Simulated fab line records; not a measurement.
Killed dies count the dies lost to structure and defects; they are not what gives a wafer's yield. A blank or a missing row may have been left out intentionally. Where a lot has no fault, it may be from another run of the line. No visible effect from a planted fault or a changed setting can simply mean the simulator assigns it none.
fab line records    flow sky130
[record] lots = 6  wafers = 18  last-day = 50
route steps=708 shown VIA1@473 METAL2@483
lots untouched by any fault: they come from a run of this same line in which no faults occurred
start-h: hours from the record's first day to the start of the lot's first wafer shown    wait-h: hours since the lot's step before    " unchanged from the row above    L1.1+2: a single row standing in for several wafers    - value missing, or start not given    * or withheld: withheld    < > ~ a bound
route shown NAME@n: NAME is a module with steps in the file, n the number in the route of the first one    usual: the fault-free wafers' mean and standard deviation    same: alike in all rows    chamber/n: place in a boat    sites: the reading at each site    _std_site: their standard deviation    _edge_site: the outer-site mean with the inner-site mean subtracted    radius-mm: how far each site lies from the wafer's centre    mask NAME#n: copy n    behind: the most recent tool/chamber to have shaped the wafer    hold: the reason the lot was held/the length of the hold in hours/how it ended    device: names the non-switching transistor (n, p or np)    end of line: tests run on the same wafers once the route is complete    for a step that has no rows: nothing shown but its recipe    killed: the dies lost at the first sort to structure and to defects; this is not the yield of the wafer    map: shows each die of a wafer: x if killed, . if not, _ if none is there
set.NAME: setting as actually run; set.NAME@STEP: the setting as run at that earlier step    model.NAME: the simulator's own value behind a step, which no gauge read
lots seen at some steps along the route; tables by step, rows by wafer
services: the hour from which a tool's chamber was out of use, counted from the record's first day as start-h (under 0 if before that day), plus the number of hours and why
[[steps]]
[step SKY_VIA1_ETCH_15]
[recipe] target = SiO2  chemistry = C4F8/O2/Ar  target-depth-nm = 351  stop-on = TiN  mask-material = KrF-thick  source-w = 1500  bias-w = 1200  pressure-mtorr = 40  c4f8-flow-sccm = withheld  O2_flow_sccm = 6  Ar_flow_sccm = 300  time-s = 54
[step SKY_VIA1_STRIP_16]
[recipe] chemistry = O2/N2  power-w = 1400  pressure-mtorr = 1500  platen-temp-c = withheld  o2-flow-sccm = 3000  n2-flow-sccm = 300  overash-fraction = 0.5
[usual] drypump-motor-current-A = 5.7/0.33  oes-product-au = 0.416/0.0046  strip-time-to-endpoint-s = 4.461/0.023
lot.wafer  tool             chamber  start-h  wait-h  drypump-motor-current-A  oes-product-au  rf-hours-counter-h  strip-time-to-endpoint-s
L915.1     plasma-asher-01  0        810.02   0.0     5.3                      0.413           65                  4.464
L915.3     "                1        "        "       5.8                      0.411           -                   4.459
L915.6     "                0        "        "       5.3                      0.418           -                   4.449
L922.1     plasma-asher-03  0        879.15   0.0     5.8                      0.418           46                  4.481
L922.2     "                1        "        "       5.9                      0.427           46                  4.495
L922.4     "                0        "        "       5.8                      0.413           -                   4.505
L924.1     plasma-asher-03  0        885.10   0.0     5.8                      0.415           47                  4.451
L924.5     "                1        "        "       6.0                      0.415           -                   4.470
L924.6     "                0        "        "       5.7                      0.414           -                   4.456
L925.1     plasma-asher-01  0        899.48   0.0     5.3                      0.414           74                  4.468
L925.3     "                1        "        "       5.8                      0.413           -                   4.452
L925.4     "                0        "        "       5.3                      0.411           -                   4.437
L933.1     plasma-asher-01  1        936.05   0.0     5.8                      0.408           77                  4.447
L933.3     "                1        "        "       5.8                      0.420           -                   4.426
L933.6     "                0        "        "       5.3                      0.424           -                   4.448
L934.3     plasma-asher-03  1        953.41   0.1     5.9                      0.417           -                   4.459
L934.4     "                0        "        "       5.8                      0.417           -                   4.467
L934.5     "                1        "        "       6.0                      0.416           -                   4.461
[step SKY_VIA1_STRIP_17]
[recipe] chemistry = post-etch-residue-remover  time-s = 1200  temp-c = 72.5
[step SKY_VIA1_CLEAN_18]
[recipe] chemistry = IPA  time-s = 180  temp-c = 25
[step SKY_VIA1_CLEAN_19]
[recipe] chemistry = O3/DIW  dry = n2-spin
[step SKY_VIA1_SPUTTER_20]
[recipe] material = TiN  target-thk-nm = 20  chamber-pressure-pa = 5  power-w = 4000  time-s = 80
[usual] cathode-dc-power-W = 4000.1/0.71  throttle-valve-pct = 29.8/0.74
lot.wafer  tool            chamber  start-h  wait-h  cathode-dc-power-W  throttle-valve-pct
L915.1     pvd-sputter-04  -        810.71   0.0     3999.9              30.3
L915.3     "               -        "        "       4000.1              30.0
L915.6     "               -        "        "       4001.3              30.5
L922.1     pvd-sputter-01  -        879.74   0.0     3998.8              29.5
L922.2     "               -        "        "       4000.4              31.5
L922.4     "               -        "        "       4000.0              29.9
L924.1     pvd-sputter-04  -        885.70   0.0     4000.5              30.4
L924.5     "               -        "        "       4000.6              29.0
L924.6     "               -        "        "       3999.9              28.7
L925.1     pvd-sputter-02  -        900.16   0.0     3999.9              30.2
L925.3     "               -        "        "       4000.0              29.7
L925.4     "               -        "        "       3999.9              29.5
L933.1     pvd-sputter-01  -        936.64   0.0     3999.9              29.5
L933.3     "               -        "        "       3999.7              29.5
L933.6     "               -        "        "       3999.6              29.8
L934.3     pvd-sputter-01  -        953.97   0.0     4000.4              29.6
L934.4     "               -        "        "       4001.4              29.5
L934.5     "               -        "        "       4002.1              29.5
[step SKY_VIA1_CVD_21]
[recipe] material = W  target-thk-nm = 270  time-s = 80.902  temp-c = 400  pressure-torr = 41.17
[step SKY_VIA1_RS_MEAS_22]
[recipe] thk-meas-gauge = four-point-probe  reads = W_of_VIA1_CVD_21+TiN_of_VIA1_SPUTTER_20
[usual] VIA1_W_RS = 0.423/0.0041
lot.wafer  tool           chamber  start-h  wait-h  VIA1_W_RS[ohm/sq]
L915.1     film-metro-04  -        810.87   0.1     0.415
L915.3     "              -        "        "       0.418
L915.6     "              -        "        "       0.418
L922.1     film-metro-01  -        879.89   0.1     0.423
L922.2     "              -        "        "       0.425
L922.4     "              -        "        "       0.426
L924.1     film-metro-01  -        885.94   0.2     0.426
L924.5     "              -        "        "       0.424
L924.6     "              -        "        "       0.429
L925.1     film-metro-01  -        900.31   0.1     0.416
L925.3     "              -        "        "       0.426
L925.4     "              -        "        "       0.421
L933.1     film-metro-01  -        936.80   0.1     0.422
L933.3     "              -        "        "       0.421
L933.6     "              -        "        "       0.418
L934.3     film-metro-04  -        954.16   0.1     0.422
L934.4     "              -        "        "       0.427
L934.5     "              -        "        "       0.424
[step SKY_VIA1_THK_MEAS_23]
[recipe] thk-meas-gauge = xrf  reads = W_of_VIA1_CVD_21
[usual] VIA1_W_THK = 272.9/2.9
lot.wafer  tool           chamber  start-h  wait-h  VIA1_W_THK[nm]
L915.1     film-metro-04  -        810.99   0.1     278.6
L915.3     "              -        "        "       277.0
L915.6     "              -        "        "       276.3
L922.1     film-metro-01  -        880.01   0.1     273.4
L922.2     "              -        "        "       271.9
L922.4     "              -        "        "       271.0
L924.1     film-metro-01  -        886.06   0.1     271.9
L924.5     "              -        "        "       274.1
L924.6     "              -        "        "       268.5
L925.1     film-metro-01  -        900.43   0.1     278.4
L925.3     "              -        "        "       271.8
L925.4     "              -        "        "       275.6
L933.1     film-metro-01  -        936.92   0.1     271.8
L933.3     "              -        "        "       271.7
L933.6     "              -        "        "       274.6
L934.3     film-metro-04  -        954.26   0.1     272.2
L934.4     "              -        "        "       269.6
L934.5     "              -        "        "       271.2
[step SKY_VIA1_CMP_24]
[recipe] stop-on = SiO2  t-overpolish-s = 15  down-force-psi = 3.5  platen-rpm = 60  target-thk-nm = 0  pad-velocity-m-s = 0.94248
[usual] motor-current-A = 11.0/1.5  overpolish-run-s = 14.999/0.0091  time-to-endpoint-s = 68/3.2
lot.wafer  tool    chamber  start-h  wait-h  motor-current-A  overpolish-run-s  time-to-endpoint-s
L915.1     cmp-02  3        811.10   0.1     10.7             15.001            63
L915.3     "       1        "        "       10.3             15.003            63
L915.6     "       2        "        "       8.6              14.999            63
L922.2     cmp-01  2        880.07   0.0     12.1             15.015            66
L922.1     "       3        "        "       9.6              14.986            69
L922.4     "       0        "        "       13.5             14.997            70
L924.1     cmp-02  0        886.27   0.2     12.3             15.001            68
L924.6     "       1        "        "       10.5             15.007            64
L924.5     "       2        "        "       9.1              14.988            62
L925.4     cmp-02  0        900.49   0.0     12.6             14.994            70
L925.3     "       1        "        "       10.6             14.998            65
L925.1     "       2        "        "       8.8              15.015            69
L933.1     cmp-02  0        936.98   0.1     12.1             14.993            64
L933.3     "       2        "        "       8.8              15.006            70
L933.6     "       0        "        "       12.3             14.995            71
L934.4     cmp-01  1        954.30   0.0     10.1             14.998            73
L934.3     "       0        "        "       14.1             14.996            73
L934.5     "       2        "        "       11.9             14.988            70
[step SKY_METAL2_SPUTTER_00]
[recipe] material = Ti  target-thk-nm = 15  power-w = 3000  time-s = 10  chamber-pressure-pa = 0.4
[step SKY_METAL2_SPUTTER_01]
[recipe] material = TiN  target-thk-nm = 20  power-w = 6500  time-s = 16.7  chamber-pressure-pa = 0.4
[step SKY_METAL2_SPUTTER_02]
[recipe] material = AlCu  target-thk-nm = 250  power-w = 10600  time-s = 13.3  chamber-pressure-pa = 0.4
[usual] cathode-dc-power-W = 10600/2  throttle-valve-pct = 30.2/0.83
lot.wafer  tool            chamber  start-h  wait-h  cathode-dc-power-W  throttle-valve-pct  model.AlCu_of_METAL2_SPUTTER_02.thk-nm
L915.1     pvd-sputter-02  -        811.39   0.0     10596               30.2                252.4
L915.3     "               -        "        "       10600               29.7                249.6
L915.6     "               -        "        "       10603               30.0                251.4
L922.1     pvd-sputter-03  -        880.43   0.0     10599               31.7                251.9
L922.2     "               -        "        "       10600               29.5                379.8
L922.4     "               -        "        "       10599               30.9                252.9
L924.1     pvd-sputter-02  -        886.47   0.0     10602               30.1                248.5
L924.5     "               -        "        "       10604               30.1                248.9
L924.6     "               -        "        "       10600               30.4                242.7
L925.1     pvd-sputter-03  -        900.84   0.0     10599               29.3                250.1
L925.3     "               -        "        "       10601               29.9                379.7
L925.4     "               -        "        "       10605               32.0                252.9
L933.1     pvd-sputter-01  -        937.33   0.0     10597               31.6                247.5
L933.3     "               -        "        "       10603               29.6                251.2
L933.6     "               -        "        "       10600               29.9                251.7
L934.3     pvd-sputter-03  -        954.65   0.0     10599               29.5                249.3
L934.4     "               -        "        "       10602               30.1                246.2
L934.5     "               -        "        "       10602               30.4                250.4
[step SKY_METAL2_SPUTTER_03]
[recipe] material = Ti  target-thk-nm = 5  power-w = 3000  time-s = 3.3  chamber-pressure-pa = 0.4
[step SKY_METAL2_SPUTTER_04]
[recipe] material = TiN  target-thk-nm = 70  power-w = 6500  time-s = 58.3  chamber-pressure-pa = 0.4
[step SKY_METAL2_RS_MEAS_05]
[recipe] thk-meas-gauge = four-point-probe  reads = TiN_of_METAL2_SPUTTER_04+Ti_of_METAL2_SPUTTER_03+AlCu_of_METAL2_SPUTTER_02+TiN_of_METAL2_SPUTTER_01+Ti_of_METAL2_SPUTTER_00
[usual] METAL2_ALCU_RS = 0.1266/0.0015
lot.wafer  tool           chamber  start-h  wait-h  METAL2_ALCU_RS[ohm/sq]
L915.1     film-metro-02  -        811.49   0.0     0.1258
L915.3     "              -        "        "       0.1273
L915.6     "              -        "        "       0.1261
L922.1     film-metro-02  -        880.53   0.0     0.1259
L922.2     "              -        "        "       0.0828
L922.4     "              -        "        "       0.1257
L924.1     film-metro-04  -        886.56   0.0     0.1278
L924.5     "              -        "        "       0.1272
L924.6     "              -        "        "       0.1310
L925.1     film-metro-01  -        900.93   0.0     0.1266
L925.3     "              -        "        "       0.0828
L925.4     "              -        "        "       0.1254
L933.1     film-metro-01  -        937.42   0.0     0.1281
L933.3     "              -        "        "       0.1260
L933.6     "              -        "        "       0.1257
L934.3     film-metro-02  -        954.78   0.1     0.1272
L934.4     "              -        "        "       0.1290
L934.5     "              -        "        "       0.1268
[step SKY_METAL2_THK_MEAS_06]
[recipe] thk-meas-gauge = xrf  reads = AlCu_of_METAL2_SPUTTER_02
[usual] METAL2_ALCU_THK = 251/3.2
lot.wafer  tool           chamber  start-h  wait-h  METAL2_ALCU_THK[nm]
L915.1     film-metro-02  -        811.61   0.1     255
L915.3     "              -        "        "       251
L915.6     "              -        "        "       250
L922.1     film-metro-02  -        880.65   0.1     254
L922.2     "              -        "        "       382
L922.4     "              -        "        "       254
L924.1     film-metro-04  -        886.68   0.1     251
L924.5     "              -        "        "       250
L924.6     "              -        "        "       245
L925.1     film-metro-01  -        901.05   0.1     249
L925.3     "              -        "        "       383
L925.4     "              -        "        "       251
L933.1     film-metro-01  -        937.54   0.1     247
L933.3     "              -        "        "       251
L933.6     "              -        "        "       251
L934.3     film-metro-02  -        954.88   0.1     250
L934.4     "              -        "        "       248
L934.5     "              -        "        "       249
[step SKY_METAL2_DEHYDRATE_07]
[recipe] temp-c = 200  time-s = 60
[step SKY_METAL2_HMDS_08]
[recipe] prime-time-s = 60  prime-temp-c = 120
[step SKY_METAL2_COAT_09]
[recipe] resist = BARC  temp-c = withheld  time-s = withheld  spin-rpm = 3000  resist-thk-nm = 60
[step SKY_METAL2_COAT_10]
[recipe] resist = KrF-thick  spin-rpm = 3000  resist-thk-nm = 450
[step SKY_METAL2_SOFTBAKE_11]
[recipe] temp-c = 100  time-s = 88.15  resist = KrF-thick
[step SKY_METAL2_EXPOSE_12]
[recipe] mask-id = MM2  na = 0.8  source-shape = annular  sigma-inner = 0.55  sigma-outer = 0.85  target-cd-nm = 140  dose-mj = 28
[step SKY_METAL2_PEB_13]
[recipe] peb-temp-c = withheld  peb-time-s = withheld  resist = KrF-thick
[step SKY_METAL2_DEVELOP_14]
[recipe] develop-time-s = 60  resist = KrF-thick  dev-temp-c = 21
[step SKY_METAL2_CD_MEAS_15]
[recipe] target-cd-nm = 140
[usual] cd-nm = 140.0/1.3
lot.wafer  tool       chamber  start-h  wait-h  cd-nm
L915.1     cd-sem-02  -        837.49   -       140.6
L915.3     "          -        "        "       140.3
L915.6     "          -        "        "       140.4
L922.1     cd-sem-02  -        905.65   -       139.8
L922.2     "          -        "        "       140.6
L922.4     "          -        "        "       139.9
L924.1     cd-sem-01  -        911.35   -       140.6
L924.5     "          -        "        "       141.0
L924.6     "          -        "        "       139.2
L925.1     cd-sem-01  -        925.91   -       139.3
L925.3     "          -        "        "       140.1
L925.4     "          -        "        "       138.9
L933.1     cd-sem-01  -        961.60   -       140.7
L933.3     "          -        "        "       140.1
L933.6     "          -        "        "       140.4
L934.3     cd-sem-01  -        978.74   -       142.1
L934.4     "          -        "        "       141.6
L934.5     "          -        "        "       139.8
[step SKY_METAL2_OVL_MEAS_16]
[usual] METAL2_OVL = -3/6.1
lot.wafer  tool        chamber  start-h  wait-h  METAL2_OVL[nm]
L915.1     overlay-02  -        837.61   0.1     -6
L915.3     "           -        "        "       0
L915.6     "           -        "        "       3
L922.1     overlay-01  -        905.77   0.1     3
L922.2     "           -        "        "       0
L922.4     "           -        "        "       -14
L924.1     overlay-02  -        911.47   0.1     -8
L924.5     "           -        "        "       -4
L924.6     "           -        "        "       -11
L925.1     overlay-02  -        926.03   0.1     -6
L925.3     "           -        "        "       -1
L925.4     "           -        "        "       -7
L933.1     overlay-01  -        961.72   0.1     -5
L933.3     "           -        "        "       -4
L933.6     "           -        "        "       -7
L934.3     overlay-02  -        978.83   0.1     -9
L934.4     "           -        "        "       -11
L934.5     "           -        "        "       -8
[step SKY_METAL2_DESCUM_17]
[recipe] chemistry = O2  source-power-w = 150  bias-power-w = 0  pressure-mtorr = 10  temp-c = 40  time-s = 8
[usual] drypump-motor-current-A = 5.9/0.39  oes-product-au = 0.998/0.01  rf-fwd-power-W = 147.2/0.81
lot.wafer  tool          chamber  start-h  wait-h  drypump-motor-current-A  oes-product-au  rf-fwd-power-W  rf-hours-counter-h
L915.1     rie-metal-01  1        837.64   0.0     6.0                      0.996           147.8           2
L915.3     "             1        "        "       6.0                      0.993           147.4           -
L915.6     "             1        "        "       6.0                      1.000           147.8           -
L922.1     rie-metal-04  1        905.81   0.0     6.1                      1.006           147.9           12
L922.2     "             1        "        "       6.1                      0.993           147.4           -
L922.4     "             1        "        "       6.1                      0.993           147.4           -
L924.1     rie-metal-04  1        911.51   0.0     6.1                      1.006           147.0           13
L924.5     "             1        "        "       6.1                      0.996           147.6           -
L924.6     "             1        "        "       6.1                      1.002           147.0           -
L925.1     rie-metal-01  1        926.06   0.0     6.0                      0.969           147.4           4
L925.3     "             0        "        "       5.6                      0.990           146.3           -
L925.4     "             1        "        "       6.0                      0.979           147.7           -
L933.1     rie-metal-04  0        961.76   0.0     6.1                      0.995           145.9           2
L933.3     "             1        "        "       6.1                      0.996           147.8           -
L933.6     "             0        "        "       6.1                      0.996           146.5           -
L934.3     rie-metal-04  0        978.87   0.0     6.1                      0.994           146.3           -
L934.4     "             1        "        "       6.1                      0.995           147.4           -
L934.5     "             1        "        "       6.1                      1.000           148.3           -
[step SKY_METAL2_ETCH_18]
[recipe] chemistry = N2/H2  target = BARC  ion-energy-ev = 200  bias-w = 100  pressure-mtorr = 30  n2-flow-sccm = 100  h2-flow-sccm = 200  icp-w = 500  stop-on = SiO2  time-s = 45.9  target-depth-a = 600
[usual] drypump-motor-current-A = 5.9/0.39  oes-product-au = 0.854/0.004  rf-fwd-power-W = 494.5/2.5  throttle-valve-pct = 13.226/0.0086
lot.wafer  tool          chamber  start-h  wait-h  drypump-motor-current-A  oes-product-au  rf-fwd-power-W  rf-hours-counter-h  throttle-valve-pct
L915.1     rie-metal-01  1        837.67   0.0     6.0                      0.853           495.2           2                   13.237
L915.3     "             1        "        "       6.0                      0.860           494.6           -                   13.218
L915.6     "             1        "        "       6.0                      0.852           495.2           -                   13.239
L922.1     rie-metal-04  1        905.87   0.1     6.2                      0.855           494.7           12                  13.232
L922.2     "             1        "        "       6.1                      0.849           495.4           -                   13.223
L922.4     "             1        "        "       6.1                      0.854           495.1           -                   13.227
L924.1     rie-metal-04  1        911.57   0.1     6.1                      0.855           497.3           13                  13.221
L924.5     "             1        "        "       6.1                      0.860           498.7           -                   13.214
L924.6     "             1        "        "       6.1                      0.860           496.5           -                   13.221
L925.1     rie-metal-01  1        926.09   0.0     6.0                      0.847           497.1           4                   13.239
L925.3     "             0        "        "       5.6                      0.858           491.0           -                   13.208
L925.4     "             1        "        "       6.0                      0.862           494.8           -                   13.213
L933.1     rie-metal-04  0        961.79   0.0     6.1                      0.851           491.6           2                   13.229
L933.3     "             1        "        "       6.1                      0.850           495.1           -                   13.221
L933.6     "             0        "        "       6.1                      0.854           491.8           -                   13.221
L934.3     rie-metal-04  0        978.91   0.0     6.1                      0.847           490.5           -                   13.216
L934.4     "             1        "        "       6.2                      0.850           496.4           -                   13.224
L934.5     "             1        "        "       6.1                      0.849           497.4           -                   13.228
[step SKY_METAL2_METAL_ETCH_19]
[recipe] target-depth-a = 3600  stop-on = SiO2  over-etch-frac = 0.3  time-s = 78  chemistry = Cl2/BCl3  resist-sidewall-deg = 88  pressure-mtorr = 10  icp-w = 900  bias-w = 48.5  Cl2_flow_sccm = 60  bcl3-flow-sccm = 30
[usual] drypump-motor-current-A = 5.9/0.39  oes-product-au = 0.855/0.0062  rf-fwd-power-W = 893/3.4  throttle-valve-pct = 22.265/0.0093
lot.wafer  tool          chamber  start-h  wait-h  drypump-motor-current-A  oes-product-au  rf-fwd-power-W  rf-hours-counter-h  throttle-valve-pct
L915.1     rie-metal-01  1        837.74   0.0     6.0                      0.865           893             2                   22.269
L915.3     "             1        "        "       6.0                      0.854           892             -                   22.260
L915.6     "             1        "        "       6.0                      0.847           896             -                   22.270
L922.1     rie-metal-04  1        906.00   0.1     6.1                      0.864           895             12                  22.265
L922.2     "             1        "        "       6.1                      0.999           892             -                   22.282
L922.4     "             1        "        "       6.1                      0.848           891             -                   22.274
L924.1     rie-metal-04  1        911.70   0.1     6.1                      0.854           897             13                  22.271
L924.5     "             1        "        "       6.1                      0.849           894             -                   22.263
L924.6     "             1        "        "       6.1                      0.843           895             -                   22.269
L925.1     rie-metal-01  1        926.16   0.0     6.0                      0.852           887             4                   22.264
L925.3     "             0        "        "       5.6                      0.996           896             -                   22.279
L925.4     "             1        "        "       6.0                      0.860           890             -                   22.248
L933.1     rie-metal-04  0        961.85   0.0     6.1                      0.845           887             2                   22.266
L933.3     "             1        "        "       6.1                      0.864           896             -                   22.262
L933.6     "             0        "        "       6.1                      0.859           889             -                   22.251
L934.3     rie-metal-04  0        978.98   0.1     6.1                      0.852           892             -                   22.268
L934.4     "             1        "        "       6.2                      0.847           894             -                   22.269
L934.5     "             1        "        "       6.2                      0.863           896             -                   22.257
[step SKY_METAL2_STRIP_20]
[recipe] chemistry = O2/N2  power-w = 1400  pressure-mtorr = 1500  platen-temp-c = withheld  o2-flow-sccm = 3000  n2-flow-sccm = 300  overash-fraction = 0.5
[[services]]
tool             chamber  start-h  hours  kind
cmp-02           -        796.46   1.3    repair
cmp-02           -        797.64   0.9    repair
rie-metal-04     -        821.07   1.4    pm
pvd-sputter-03   -        830.50   0.8    repair
cmp-01           -        833.52   9.6    repair
rie-metal-01     1        839.44   32.8   repair
pvd-sputter-02   -        844.61   2.9    repair
pvd-sputter-01   -        851.09   0.8    repair
pvd-sputter-03   -        855.03   1.9    repair
pvd-sputter-01   -        883.96   5.5    repair
pvd-sputter-01   -        886.09   6.2    repair
pvd-sputter-01   -        886.37   1.7    repair
rie-metal-01     -        895.79   14.6   pm
cmp-01           -        898.87   2.4    repair
cmp-02           -        908.99   7.3    pm
pvd-sputter-02   -        910.62   4.6    repair
cmp-01           -        916.47   2.9    pm
cmp-02           -        919.40   5.2    pm
cmp-02           -        924.57   4.0    pm
plasma-asher-01  -        928.51   3.1    repair
cmp-01           -        928.72   4.9    pm
cmp-02           -        929.34   0.3    repair
pvd-sputter-02   -        929.41   2.2    repair
pvd-sputter-03   -        975.62   0.7    repair
[[key]]
[first-sign] step = SKY_METAL2_RS_MEAS_05  reading = METAL2_ALCU_RS  direction = down  sigmas = 29  usual = 0.1266  struck = 0.0828
[effect] step = SKY_METAL2_THK_MEAS_06  reading = METAL2_ALCU_THK  direction = up  sigmas = 41  usual = 251  struck = 382
[effect] step = SKY_METAL2_METAL_ETCH_19  reading = oes-product-au  direction = up  sigmas = 23  usual = 0.855  struck = 0.997
[model-effect] step = SKY_METAL2_SPUTTER_02  value = AlCu_of_METAL2_SPUTTER_02.thk-nm  without = 249.2  struck = 379.7
met-at SKY_METAL2_SPUTTER_02
struck-wafers L922.2,L925.3
later-rows-left-out L922.2,L925.3
sort-left-out L922.2,L925.3
[fault] kind = process-parameter-drift  tool = pvd-sputter-03  chamber = -  onset-h = 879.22  steps = SKY_METAL2_SPUTTER_02  channel = target-thk-nm  offset = 130.51  shape = step  end-h = 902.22  acts-in = these-recipes-only  stated = 250  scope = struck-wafers-only
// sort-left-out: the simulated sort isn't trusted on such a fault, so these wafers' sort isn't shown, and their yield isn't known
// later-rows-left-out: the simulator's readings of these wafers behind a module that went badly wrong aren't trusted and aren't shown, but for the sort
